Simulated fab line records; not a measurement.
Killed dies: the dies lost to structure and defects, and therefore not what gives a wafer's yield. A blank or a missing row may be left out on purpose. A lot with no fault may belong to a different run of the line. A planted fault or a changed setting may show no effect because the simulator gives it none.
The tool behind it: which one? :: flow sky130 :: 11 lots with 33 wafers sampled at 5 steps, on a route of 708 steps

== WHAT THE GAUGES SHOWED, per wafer ==
SKY_CONTACT_THK_MEAS_01. Usual: for CONTACT_CVD_00_THK the level is 75.1 nm and the standard deviation is 0.81.
lot: L342
measured: day 31 02:58
on: film-metro-03
CONTACT_CVD_00_THK (nm): 74.2 73.9 75.0
flag: 

lot: L347
measured: day 32 17:53
on: film-metro-02
CONTACT_CVD_00_THK (nm): 64.4 64.1 65.6
flag: OFF

lot: L351
measured: day 33 09:35
on: film-metro-03
CONTACT_CVD_00_THK (nm): 64.1 65.1 64.9
flag: OFF

lot: L352
measured: day 33 21:01
on: film-metro-04
CONTACT_CVD_00_THK (nm): 65.2 64.3 65.9
flag: OFF

lot: L354
measured: day 34 07:50
on: film-metro-02
CONTACT_CVD_00_THK (nm): 74.3 73.3 74.4
flag: 

lot: L356
measured: day 35 01:59
on: film-metro-02
CONTACT_CVD_00_THK (nm): 75.6 76.2 76.1
flag: 

lot: L358
measured: day 36 08:01
on: film-metro-03
CONTACT_CVD_00_THK (nm): 75.4 75.5 76.3
flag: 

lot: L361
measured: day 36 14:28
on: film-metro-02
CONTACT_CVD_00_THK (nm): 74.0 75.7 74.8
flag: 

lot: L363
measured: day 37 09:07
on: film-metro-04
CONTACT_CVD_00_THK (nm): 74.3 75.3 75.8
flag: 

lot: L364
measured: day 37 14:29
on: film-metro-03
CONTACT_CVD_00_THK (nm): 73.8 74.8 74.7
flag: 

lot: L365
measured: day 37 16:37
on: film-metro-04
CONTACT_CVD_00_THK (nm): 75.5 75.7 74.9
flag: 

== TOOL THAT RAN EACH LOT (tool first, then ch and the chambers of the sampled wafers, then the start) ==
lot: L342
SKY_LI_CONTACT_SPUTTER_19: pvd-sputter-04, day 29 19:53
SKY_LOCAL_INTERCONNECT_SPUTTER_00: pvd-sputter-01, day 29 20:45
SKY_LOCAL_INTERCONNECT_METAL_ETCH_14: rie-metal-03 ch 0,1, day 31 02:14
SKY_CONTACT_CVD_00: pecvd-03 ch 0,1, day 31 02:56

lot: L347
SKY_LI_CONTACT_SPUTTER_19: pvd-sputter-02, day 31 12:49
SKY_LOCAL_INTERCONNECT_SPUTTER_00: pvd-sputter-04, day 31 13:34
SKY_LOCAL_INTERCONNECT_METAL_ETCH_14: rie-metal-03 ch 1, day 32 17:02
SKY_CONTACT_CVD_00: pecvd-03 ch 1,2, day 32 17:50

lot: L351
SKY_LI_CONTACT_SPUTTER_19: pvd-sputter-01, day 32 05:35
SKY_LOCAL_INTERCONNECT_SPUTTER_00: pvd-sputter-01, day 32 06:20
SKY_LOCAL_INTERCONNECT_METAL_ETCH_14: rie-metal-03 ch 0,1, day 33 08:54
SKY_CONTACT_CVD_00: pecvd-03 ch 0,1, day 33 09:32

lot: L352
SKY_LI_CONTACT_SPUTTER_19: pvd-sputter-02, day 32 16:49
SKY_LOCAL_INTERCONNECT_SPUTTER_00: pvd-sputter-04, day 32 17:34
SKY_LOCAL_INTERCONNECT_METAL_ETCH_14: rie-metal-01 ch 0,1, day 33 20:21
SKY_CONTACT_CVD_00: pecvd-03 ch 0,2, day 33 20:59

lot: L354
SKY_LI_CONTACT_SPUTTER_19: pvd-sputter-01, day 33 03:39
SKY_LOCAL_INTERCONNECT_SPUTTER_00: pvd-sputter-04, day 33 04:24
SKY_LOCAL_INTERCONNECT_METAL_ETCH_14: rie-metal-01 ch 0, day 34 07:09
SKY_CONTACT_CVD_00: pecvd-04 ch 0,1,2, day 34 07:47

lot: L356
SKY_LI_CONTACT_SPUTTER_19: pvd-sputter-01, day 33 20:51
SKY_LOCAL_INTERCONNECT_SPUTTER_00: pvd-sputter-04, day 33 21:42
SKY_LOCAL_INTERCONNECT_METAL_ETCH_14: rie-metal-02 ch 0,1, day 35 01:16
SKY_CONTACT_CVD_00: pecvd-01 ch 0,1, day 35 01:56

lot: L358
SKY_LI_CONTACT_SPUTTER_19: pvd-sputter-04, day 35 03:37
SKY_LOCAL_INTERCONNECT_SPUTTER_00: pvd-sputter-04, day 35 04:26
SKY_LOCAL_INTERCONNECT_METAL_ETCH_14: rie-metal-03 ch 0,1, day 36 07:18
SKY_CONTACT_CVD_00: pecvd-01 ch 0,1,2, day 36 07:59

lot: L361
SKY_LI_CONTACT_SPUTTER_19: pvd-sputter-01, day 35 10:52
SKY_LOCAL_INTERCONNECT_SPUTTER_00: pvd-sputter-03, day 35 11:37
SKY_LOCAL_INTERCONNECT_METAL_ETCH_14: rie-metal-02 ch 1, day 36 13:43
SKY_CONTACT_CVD_00: pecvd-04 ch 1,2, day 36 14:24

lot: L363
SKY_LI_CONTACT_SPUTTER_19: pvd-sputter-04, day 36 05:06
SKY_LOCAL_INTERCONNECT_SPUTTER_00: pvd-sputter-01, day 36 05:51
SKY_LOCAL_INTERCONNECT_METAL_ETCH_14: rie-metal-02 ch 0,1, day 37 08:24
SKY_CONTACT_CVD_00: pecvd-04 ch 0,2, day 37 09:03

lot: L364
SKY_LI_CONTACT_SPUTTER_19: pvd-sputter-04, day 36 10:51
SKY_LOCAL_INTERCONNECT_SPUTTER_00: pvd-sputter-03, day 36 11:36
SKY_LOCAL_INTERCONNECT_METAL_ETCH_14: rie-metal-02 ch 0,1, day 37 13:45
SKY_CONTACT_CVD_00: pecvd-04 ch 0,1,2, day 37 14:27

lot: L365
SKY_LI_CONTACT_SPUTTER_19: pvd-sputter-02, day 36 12:25
SKY_LOCAL_INTERCONNECT_SPUTTER_00: pvd-sputter-01, day 36 13:11
SKY_LOCAL_INTERCONNECT_METAL_ETCH_14: rie-metal-02 ch 0,1, day 37 15:51
SKY_CONTACT_CVD_00: pecvd-01 ch 0,1, day 37 16:34
- SKY_LI_CONTACT_SPUTTER_19: material Ti, target thk 20 nm, time 106.37 s.
- SKY_LOCAL_INTERCONNECT_SPUTTER_00: material TiN, target thk 100 nm, time 83.3 s.
- SKY_LOCAL_INTERCONNECT_METAL_ETCH_14: etches TiN in Cl2/BCl3, stops on PSG, target depth 110 nm, time 31.4 s.
- SKY_CONTACT_CVD_00: deposits Si3N4, target thk 75 nm.

== WHAT THE TOOLS THEMSELVES READ (means of the sampled wafers that have a number; where no wafer has one, the mark that the record gives instead) ==
SKY_LI_CONTACT_SPUTTER_19. Usual: throttle-valve-pct at 30.0 %, with a standard deviation of 1.1.
lot: L342
tool: pvd-sputter-04
throttle-valve-pct (%): 30.5
flag: 

lot: L347
tool: pvd-sputter-02
throttle-valve-pct (%): 29.0
flag: 

lot: L351
tool: pvd-sputter-01
throttle-valve-pct (%): 30.2
flag: 

lot: L352
tool: pvd-sputter-02
throttle-valve-pct (%): 28.9
flag: 

lot: L354
tool: pvd-sputter-01
throttle-valve-pct (%): 29.7
flag: 

lot: L356
tool: pvd-sputter-01
throttle-valve-pct (%): 29.6
flag: 

lot: L358
tool: pvd-sputter-04
throttle-valve-pct (%): 30.5
flag: 

lot: L361
tool: pvd-sputter-01
throttle-valve-pct (%): 29.5
flag: 

lot: L363
tool: pvd-sputter-04
throttle-valve-pct (%): 30.1
flag: 

lot: L364
tool: pvd-sputter-04
throttle-valve-pct (%): 30.2
flag: 

lot: L365
tool: pvd-sputter-02
throttle-valve-pct (%): 30.2
flag: 

SKY_LOCAL_INTERCONNECT_SPUTTER_00. Usual: throttle-valve-pct at 30.4 %, with a standard deviation of 0.97.
lot: L342
tool: pvd-sputter-01
throttle-valve-pct (%): 30.3
flag: 

lot: L347
tool: pvd-sputter-04
throttle-valve-pct (%): 29.4
flag: 

lot: L351
tool: pvd-sputter-01
throttle-valve-pct (%): 28.8
flag: 

lot: L352
tool: pvd-sputter-04
throttle-valve-pct (%): 30.6
flag: 

lot: L354
tool: pvd-sputter-04
throttle-valve-pct (%): 30.0
flag: 

lot: L356
tool: pvd-sputter-04
throttle-valve-pct (%): 29.9
flag: 

lot: L358
tool: pvd-sputter-04
throttle-valve-pct (%): 29.9
flag: 

lot: L361
tool: pvd-sputter-03
throttle-valve-pct (%): 31.2
flag: 

lot: L363
tool: pvd-sputter-01
throttle-valve-pct (%): 28.7
flag: 

lot: L364
tool: pvd-sputter-03
throttle-valve-pct (%): 30.9
flag: 

lot: L365
tool: pvd-sputter-01
throttle-valve-pct (%): 30.2
flag: 

SKY_LOCAL_INTERCONNECT_METAL_ETCH_14. Usual: drypump-motor-current-A 5.5 A, standard deviation 0.61; oes-product-au 0.941 a.u., standard deviation 0.0076; throttle-valve-pct 21.900 %, standard deviation 0.0097.
lot: L342
tool: rie-metal-03
drypump-motor-current-A (A): 6.3
oes-product-au (a.u.): 0.943
throttle-valve-pct (%): 21.887
flag: 

lot: L347
tool: rie-metal-03
drypump-motor-current-A (A): 5.9
oes-product-au (a.u.): 0.945
throttle-valve-pct (%): 21.904
flag: 

lot: L351
tool: rie-metal-03
drypump-motor-current-A (A): 6.3
oes-product-au (a.u.): 0.937
throttle-valve-pct (%): 21.903
flag: 

lot: L352
tool: rie-metal-01
drypump-motor-current-A (A): 5.0
oes-product-au (a.u.): 0.936
throttle-valve-pct (%): 21.898
flag: 

lot: L354
tool: rie-metal-01
drypump-motor-current-A (A): 4.9
oes-product-au (a.u.): 0.941
throttle-valve-pct (%): 21.901
flag: 

lot: L356
tool: rie-metal-02
drypump-motor-current-A (A): 5.5
oes-product-au (a.u.): 0.933
throttle-valve-pct (%): 21.900
flag: 

lot: L358
tool: rie-metal-03
drypump-motor-current-A (A): 6.3
oes-product-au (a.u.): 0.939
throttle-valve-pct (%): 21.909
flag: 

lot: L361
tool: rie-metal-02
drypump-motor-current-A (A): 6.0
oes-product-au (a.u.): 0.949
throttle-valve-pct (%): 21.899
flag: 

lot: L363
tool: rie-metal-02
drypump-motor-current-A (A): 5.2
oes-product-au (a.u.): 0.941
throttle-valve-pct (%): 21.913
flag: 

lot: L364
tool: rie-metal-02
drypump-motor-current-A (A): 5.2
oes-product-au (a.u.): 0.940
throttle-valve-pct (%): 21.890
flag: 

lot: L365
tool: rie-metal-02
drypump-motor-current-A (A): 5.2
oes-product-au (a.u.): 0.943
throttle-valve-pct (%): 21.907
flag: 

SKY_CONTACT_CVD_00. Usual: heater-power-w at 703 W, with a standard deviation of 92.
lot: L342
tool: pecvd-03
heater-power-w (W): 710
flag: 

lot: L347
tool: pecvd-03
heater-power-w (W): 688
flag: 

lot: L351
tool: pecvd-03
heater-power-w (W): 615
flag: 

lot: L352
tool: pecvd-03
heater-power-w (W): 681
flag: 

lot: L354
tool: pecvd-04
heater-power-w (W): 665
flag: 

lot: L356
tool: pecvd-01
heater-power-w (W): 814
flag: 

lot: L358
tool: pecvd-01
heater-power-w (W): 801
flag: 

lot: L361
tool: pecvd-04
heater-power-w (W): 637
flag: 

lot: L363
tool: pecvd-04
heater-power-w (W): 641
flag: 

lot: L364
tool: pecvd-04
heater-power-w (W): 648
flag: 

lot: L365
tool: pecvd-01
heater-power-w (W): 715
flag: 

== THE ANSWER, worked out from the rows above alone ==
Rule: a lot is off if the mean of its wafers that have a number lies more than 3 standard deviations from the usual mean. Also off: a lot with no number at a reading for which 4 or more lots have one. Where the step has rows for the other lots, those lots are counted as sound. After the gauges, taken in route order, come the tools' own readings; for these a lot's mean is taken, as printed above. At the first step where some lot is off, the reading lying furthest off is the one used; lots without a number count as furthest.
Off: L347, L351, L352, seen at SKY_CONTACT_THK_MEAS_01 (CONTACT_CVD_00_THK).
A tool fits if, at a process step before that reading, it ran every lot that is off, and no sound lot after the first of them. Gauges at SKY_CONTACT_THK_MEAS_01: tried the same way as those tools. One fits: pecvd-03 at SKY_CONTACT_CVD_00. A fault onset in the window from L342 (day 31 02:56, its last sound lot) to L347 (day 32 17:50, its first lot off) fits.

== WHAT HAD BEEN PUT IN BY THE SIMULATOR ==
Site profile drift: pecvd-03, from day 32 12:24 on, at SKY_CONTACT_CVD_00. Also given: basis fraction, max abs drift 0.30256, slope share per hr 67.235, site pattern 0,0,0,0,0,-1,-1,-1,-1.
Struck lots among those shown: L347, L351, L352. The rule above reached the same finding.
